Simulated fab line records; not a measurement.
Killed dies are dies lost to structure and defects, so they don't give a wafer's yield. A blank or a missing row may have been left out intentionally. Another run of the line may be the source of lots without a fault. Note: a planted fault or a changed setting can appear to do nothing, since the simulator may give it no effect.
fab line records	flow sky130
record lots=13	wafers=39	last-day=50
route steps=708 shown LOCAL_INTERCONNECT@388 CONTACT@407 PAD_OPEN@708
lots that met no fault: from a run of the same line without faults
start-h: hours from the record's opening day to when the first of the lot's shown wafers began	wait-h: hours since the lot's step before	" repeats the value in the row above	L1.1+2: one row covering several wafers at once	- no value present, or no start provided	* or withheld: withheld	< > ~ a bound
route shown NAME@n: NAME is a module with steps in the file, n the number in the route of the first one	usual: mean and standard deviation over wafers with no fault	same: alike in all rows	chamber/n: place in a boat	sites: the reading at each site	_std_site: standard deviation across them	_edge_site: the outer-site mean with the inner-site mean subtracted	radius-mm: how far each site lies from the wafer's centre	mask NAME#n: copy n	behind: tool/chamber where the wafer was last shaped	hold: why the lot went on hold/how many hours it stayed there/how the hold came to an end	device: the transistor (n, p or np) that didn't switch	end of line: the tests these same wafers got at the end of their route	for a step that has no rows: nothing shown but its recipe	killed: count of dies lost to structure and defects at first sort (not the wafer's yield)	map: a wafer's dies, x killed, . not, _ none there
set.NAME: the setting the step ran with; set.NAME@STEP: the setting that earlier step ran with	model.NAME: the simulator's own value behind a step, which no gauge read
route steps across a sampled set of lots; one table per step, one row per wafer
services: the hour from which a tool's chamber was out of use, counted from the record's first day as start-h (under 0 if before that day), plus the number of hours and why
## steps
# step SKY_LOCAL_INTERCONNECT_RS_MEAS_01
# recipe thk-meas-gauge=four-point-probe	reads=TiN_of_LOCAL_INTERCONNECT_SPUTTER_00
# usual LOCAL_INTERCONNECT_TIN_RS=14.13/0.14
lot.wafer	tool	chamber	start-h	wait-h	LOCAL_INTERCONNECT_TIN_RS[ohm/sq]
L852.1	film-metro-03	-	676.71	0.0	14.16
L852.3	"	-	"	"	14.22
L852.5	"	-	"	"	14.21
L854.2	film-metro-01	-	688.73	0.1	14.01
L854.5	"	-	"	"	14.07
L854.6	"	-	"	"	14.01
L856.1	film-metro-01	-	708.61	0.0	14.29
L856.2	"	-	"	"	13.98
L856.3	"	-	"	"	14.12
L861.1	film-metro-04	-	746.30	0.0	14.25
L861.2	"	-	"	"	14.33
L861.4	"	-	"	"	14.19
L862.3	film-metro-03	-	758.42	0.1	14.24
L862.5	"	-	"	"	14.10
L862.6	"	-	"	"	14.28
L863.1	film-metro-03	-	765.17	0.0	13.84
L863.2	"	-	"	"	13.86
L863.3	"	-	"	"	13.91
L865.2	film-metro-04	-	779.25	0.1	13.87
L865.3	"	-	"	"	13.91
L865.5	"	-	"	"	14.09
L867.2	film-metro-01	-	787.00	0.1	14.12
L867.4	"	-	"	"	14.15
L867.5	"	-	"	"	14.15
L868.2	film-metro-03	-	798.43	0.1	13.94
L868.3	"	-	"	"	13.96
L868.5	"	-	"	"	14.06
L869.1	film-metro-03	-	804.81	0.0	14.04
L869.2	"	-	"	"	14.03
L869.4	"	-	"	"	14.07
L872.1	film-metro-01	-	835.98	0.0	14.46
L872.2	"	-	"	"	14.24
L872.5	"	-	"	"	14.26
L873.1	film-metro-01	-	847.13	0.0	14.10
L873.2	"	-	"	"	13.84
L873.3	"	-	"	"	14.00
L874.3	film-metro-01	-	864.22	0.1	14.18
L874.5	"	-	"	"	14.12
L874.6	"	-	"	"	14.17
# step SKY_LOCAL_INTERCONNECT_THK_MEAS_02
# recipe thk-meas-gauge=xrf	reads=TiN_of_LOCAL_INTERCONNECT_SPUTTER_00
# usual LOCAL_INTERCONNECT_TIN_THK=98.8/0.91
lot.wafer	tool	chamber	start-h	wait-h	LOCAL_INTERCONNECT_TIN_THK[nm]
L852.1	film-metro-03	-	676.83	0.1	98.9
L852.3	"	-	"	"	98.2
L852.5	"	-	"	"	98.3
L854.2	film-metro-01	-	688.84	0.1	99.3
L854.5	"	-	"	"	99.1
L854.6	"	-	"	"	99.8
L856.1	film-metro-01	-	708.73	0.1	98.0
L856.2	"	-	"	"	99.9
L856.3	"	-	"	"	99.0
L861.1	film-metro-04	-	746.42	0.1	98.6
L861.2	"	-	"	"	97.9
L861.4	"	-	"	"	98.5
L862.3	film-metro-03	-	758.52	0.1	98.3
L862.5	"	-	"	"	99.0
L862.6	"	-	"	"	97.9
L863.1	film-metro-03	-	765.29	0.1	101.3
L863.2	"	-	"	"	100.1
L863.3	"	-	"	"	100.7
L865.2	film-metro-04	-	779.36	0.1	101.2
L865.3	"	-	"	"	100.4
L865.5	"	-	"	"	99.3
L867.2	film-metro-01	-	787.11	0.1	98.4
L867.4	"	-	"	"	98.0
L867.5	"	-	"	"	98.3
L868.2	film-metro-03	-	798.54	0.1	99.8
L868.3	"	-	"	"	99.5
L868.5	"	-	"	"	99.6
L869.1	film-metro-03	-	804.93	0.1	99.0
L869.2	"	-	"	"	99.7
L869.4	"	-	"	"	99.1
L872.1	film-metro-01	-	836.10	0.1	97.0
L872.2	"	-	"	"	98.2
L872.5	"	-	"	"	97.7
L873.1	film-metro-01	-	847.25	0.1	98.7
L873.2	"	-	"	"	100.3
L873.3	"	-	"	"	99.6
L874.3	film-metro-01	-	864.32	0.1	98.5
L874.5	"	-	"	"	99.0
L874.6	"	-	"	"	98.5
# step SKY_LOCAL_INTERCONNECT_COAT_06
# recipe resist=KrF-thick	spin-rpm=3000	resist-thk-nm=450
# usual spin-speed-rpm=3000.0/2.1
lot.wafer	tool	chamber	start-h	wait-h	spin-speed-rpm
L852.1	litho-track-04	0	689	-	2997.5
L852.3	"	0	"	"	2999.7
L852.5	"	0	"	"	3001.7
L854.2	litho-track-03	0	702	-	2995.2
L854.5	"	0	"	"	2997.2
L854.6	"	0	"	"	2999.4
L856.1	litho-track-04	0	722	-	3002.4
L856.2	"	0	"	"	2999.3
L856.3	"	0	"	"	3000.9
L861.1	litho-track-04	0	759	-	3239.4
L861.2	"	0	"	"	3238.2
L861.4	"	0	"	"	3241.5
L862.3	litho-track-04	0	770	-	3237.1
L862.5	"	0	"	"	3237.1
L862.6	"	0	"	"	3236.3
L863.1	litho-track-04	0	778	-	3237.3
L863.2	"	0	"	"	3239.5
L863.3	"	0	"	"	3240.0
L865.2	litho-track-03	0	792	-	2997.1
L865.3	"	0	"	"	3003.0
L865.5	"	0	"	"	3006.2
L867.2	litho-track-01	0	799	-	3001.3
L867.4	"	0	"	"	3000.8
L867.5	"	0	"	"	2999.8
L868.2	litho-track-03	0	812	-	3000.5
L868.3	"	0	"	"	3001.1
L868.5	"	0	"	"	3002.7
L869.1	litho-track-01	0	818	-	2997.5
L869.2	"	0	"	"	3001.6
L869.4	"	0	"	"	3000.7
L872.1	litho-track-03	0	848	-	3002.2
L872.2	"	0	"	"	3003.5
L872.5	"	0	"	"	3004.5
L873.1	litho-track-01	0	859	-	2998.7
L873.2	"	0	"	"	2998.8
L873.3	"	0	"	"	2999.5
L874.3	litho-track-04	0	877	-	2997.7
L874.5	"	0	"	"	2994.9
L874.6	"	0	"	"	2997.6
# step SKY_LOCAL_INTERCONNECT_STRIP_15
# recipe chemistry=O2/N2	power-w=1400	pressure-mtorr=1500	platen-temp-c=withheld	o2-flow-sccm=3000	n2-flow-sccm=300	overash-fraction=0.5
# usual drypump-motor-current-A=5.87/0.18	oes-product-au=0.428/0.0046	strip-time-to-endpoint-s=4.730/0.019
lot.wafer	tool	chamber	start-h	wait-h	drypump-motor-current-A	oes-product-au	rf-hours-counter-h	strip-time-to-endpoint-s
L852.1	plasma-asher-04	0	704.13	0.0	5.90	0.424	57	4.719
L852.3	"	0	"	"	5.93	0.435	-	4.727
L852.5	"	1	"	"	5.95	0.434	-	4.728
L854.2	plasma-asher-03	0	715.37	0.0	5.62	0.429	94	4.739
L854.5	"	0	"	"	5.60	0.420	-	4.744
L854.6	"	1	"	"	6.26	0.417	-	4.739
L856.1	plasma-asher-03	0	736.33	0.0	5.61	0.435	96	4.762
L856.2	"	1	"	"	6.25	0.434	96	4.765
L856.3	"	1	"	"	6.24	0.430	-	4.727
L861.1	plasma-asher-02	1	773.36	0.1	5.89	0.431	3	4.575
L861.2	"	0	"	"	5.67	0.422	3	4.582
L861.4	"	0	"	"	5.65	0.422	-	4.578
L862.3	plasma-asher-04	1	784.77	0.1	5.92	0.422	-	4.531
L862.5	"	0	"	"	5.92	0.422	-	4.539
L862.6	"	1	"	"	5.92	0.422	-	4.541
L863.1	plasma-asher-02	0	792.53	0.0	5.70	0.418	5	4.585
L863.2	"	1	"	"	5.86	0.428	5	4.571
L863.3	"	0	"	"	5.69	0.431	-	4.578
L865.2	plasma-asher-02	1	805.94	0.0	5.90	0.428	6	4.727
L865.3	"	1	"	"	5.91	0.429	-	4.744
L865.5	"	1	"	"	5.91	0.431	-	4.730
L867.2	plasma-asher-02	0	813.44	0.0	5.67	0.419	7	4.724
L867.4	"	1	"	"	5.90	0.422	-	4.708
L867.5	"	1	"	"	5.87	0.418	-	4.721
L868.2	plasma-asher-03	0	825.48	0.0	5.63	0.434	105	4.757
L868.3	"	0	"	"	5.60	0.422	-	4.753
L868.5	"	0	"	"	5.62	0.433	-	4.757
L869.1	plasma-asher-04	1	831.58	0.0	5.93	0.424	70	4.705
L869.2	"	0	"	"	5.94	0.431	70	4.704
L869.4	"	0	"	"	5.92	0.428	-	4.698
L872.1	plasma-asher-04	1	862.28	0.1	5.91	0.431	73	4.707
L872.2	"	0	"	"	5.90	0.418	73	4.713
L872.5	"	0	"	"	5.92	0.426	-	4.712
L873.1	plasma-asher-02	0	872.99	0.0	5.70	0.435	13	4.724
L873.2	"	1	"	"	5.91	0.426	13	4.752
L873.3	"	1	"	"	5.90	0.426	-	4.742
L874.3	plasma-asher-04	1	890.90	0.1	5.92	0.423	-	4.725
L874.5	"	1	"	"	5.91	0.427	-	4.719
L874.6	"	0	"	"	5.93	0.429	-	4.761
# step SKY_CONTACT_THK_MEAS_01
# recipe reads=Si3N4_of_CONTACT_CVD_00
# usual CONTACT_CVD_00_THK=75.1/1
lot.wafer	tool	chamber	start-h	wait-h	CONTACT_CVD_00_THK[nm]
L852.1	film-metro-03	-	704.76	-	73.9
L852.3	"	-	"	"	75.0
L852.5	"	-	"	"	75.6
L854.2	film-metro-04	-	716.01	-	74.1
L854.5	"	-	"	"	75.8
L854.6	"	-	"	"	75.4
L856.1	film-metro-04	-	736.96	-	73.1
L856.2	"	-	"	"	74.4
L856.3	"	-	"	"	73.3
L861.1	film-metro-04	-	774.00	-	73.6
L861.2	"	-	"	"	73.6
L861.4	"	-	"	"	75.3
L862.3	film-metro-03	-	785.38	-	74.2
L862.5	"	-	"	"	73.5
L862.6	"	-	"	"	75.2
L863.1	film-metro-03	-	793.16	-	74.5
L863.2	"	-	"	"	75.3
L863.3	"	-	"	"	75.2
L865.2	film-metro-04	-	806.58	-	74.9
L865.3	"	-	"	"	75.0
L865.5	"	-	"	"	76.9
L867.2	film-metro-03	-	814.16	-	74.4
L867.4	"	-	"	"	75.6
L867.5	"	-	"	"	75.7
L868.2	film-metro-03	-	826.17	-	73.9
L868.3	"	-	"	"	75.4
L868.5	"	-	"	"	76.8
L869.1	film-metro-02	-	832.22	-	74.6
L869.2	"	-	"	"	74.9
L869.4	"	-	"	"	75.1
L872.1	film-metro-04	-	862.91	-	74.5
L872.2	"	-	"	"	74.0
L872.5	"	-	"	"	76.0
L873.1	film-metro-04	-	873.62	-	73.4
L873.2	"	-	"	"	73.6
L873.3	"	-	"	"	76.3
L874.3	film-metro-02	-	891.52	-	74.1
L874.5	"	-	"	"	76.2
L874.6	"	-	"	"	75.3
# step SKY_PAD_OPEN_PROBE_99
# usual killed_at_M0_to_M3=43/7.7	killed_at_M4_up=2.9/1.9	killed-at-contacts=24/5.9	killed-at-front-end=16/5.1	killed-at-other=0.3/0.63	killed-dies=86/10	killed-open=47/7.6	killed-short=39/6.8
# same gross-dies=492	killed-at-back-side=0
lot.wafer	tool	chamber	start-h	wait-h	killed_at_M0_to_M3	killed_at_M4_up	killed-at-contacts	killed-at-front-end	killed-at-other	killed-dies	killed-open	killed-short
L865.2	prober-02	-	1147.81	0.1	59	4	34	11	0	108	64	44
L865.3	prober-02	-	1147.86	0.2	46	5	28	11	1	91	50	41
L865.5	prober-02	-	1147.96	0.2	44	5	22	18	0	89	42	46
# killed by level:class
L865.2 VIA1:geometric-particle:open=13 LI_CONTACT:geometric-particle:open=13 CONTACT:geometric-particle:open=11 VIA1:geometric-particle:short=11 VIA3:geometric-particle:open=9 METAL2:geometric-particle:short=7 CONTACT:geometric-particle:short=5 FIELD_ISO:geometric-particle:open=4
L865.3 VIA1:geometric-particle:open=15 CONTACT:geometric-particle:open=11 LI_CONTACT:geometric-particle:open=8 METAL1:geometric-particle:short=6 VIA1:geometric-particle:short=6 FIELD_ISO:geometric-particle:short=5 VIA2:geometric-particle:open=5 VIA3:geometric-particle:open=5
L865.5 METAL1:geometric-particle:short=13 VIA1:geometric-particle:open=8 CONTACT:geometric-particle:open=8 VIA3:geometric-particle:open=6 LI_CONTACT:geometric-particle:open=5 FIELD_ISO:geometric-particle:open=4 FIELD_ISO:geometric-particle:short=4 POLY_GATE:geometric-particle:short=4
## services
tool	chamber	start-h	hours	kind
plasma-asher-04	-	673.12	2.3	repair
plasma-asher-03	-	682.43	3.5	repair
plasma-asher-02	-	733.75	9.0	pm
plasma-asher-02	0	733.75	9.0	vent-cycle
plasma-asher-02	1	733.75	9.0	vent-cycle
plasma-asher-02	0	742.75	-	clean
plasma-asher-02	1	742.75	-	clean
plasma-asher-04	-	771.42	4.5	repair
plasma-asher-02	-	882.94	11.7	repair
## key
first-sign step=SKY_LOCAL_INTERCONNECT_COAT_06	reading=spin-speed-rpm	direction=up	sigmas=99+	usual=3000.0	struck=3238.5
effect step=SKY_LOCAL_INTERCONNECT_STRIP_15	reading=strip-time-to-endpoint-s	direction=down	sigmas=8.7	usual=*	struck=*
met-at SKY_LOCAL_INTERCONNECT_COAT_06
struck-lots L861,L862,L863
tester-left-out L861,L862,L863
not-acting-at SKY_LOCAL_INTERCONNECT_RS_MEAS_01,SKY_LOCAL_INTERCONNECT_THK_MEAS_02,SKY_CONTACT_THK_MEAS_01
onset-between 722 759
fault kind=process-parameter-drift	tool=litho-track-04	chamber=-	onset-h=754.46	steps=SKY_LOCAL_INTERCONNECT_COAT_06	channel=spin-rpm	offset=238.45	shape=step	end-h=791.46	acts-in=these-recipes-only	stated=3000
# tester-left-out: of these lots the tester's yield and bins aren't shown, on N5 and GAA mostly nor the transistor test; their killed dies are dies lost to structure and defects alone, not to doping, threshold or leakage, so they don't give the yield
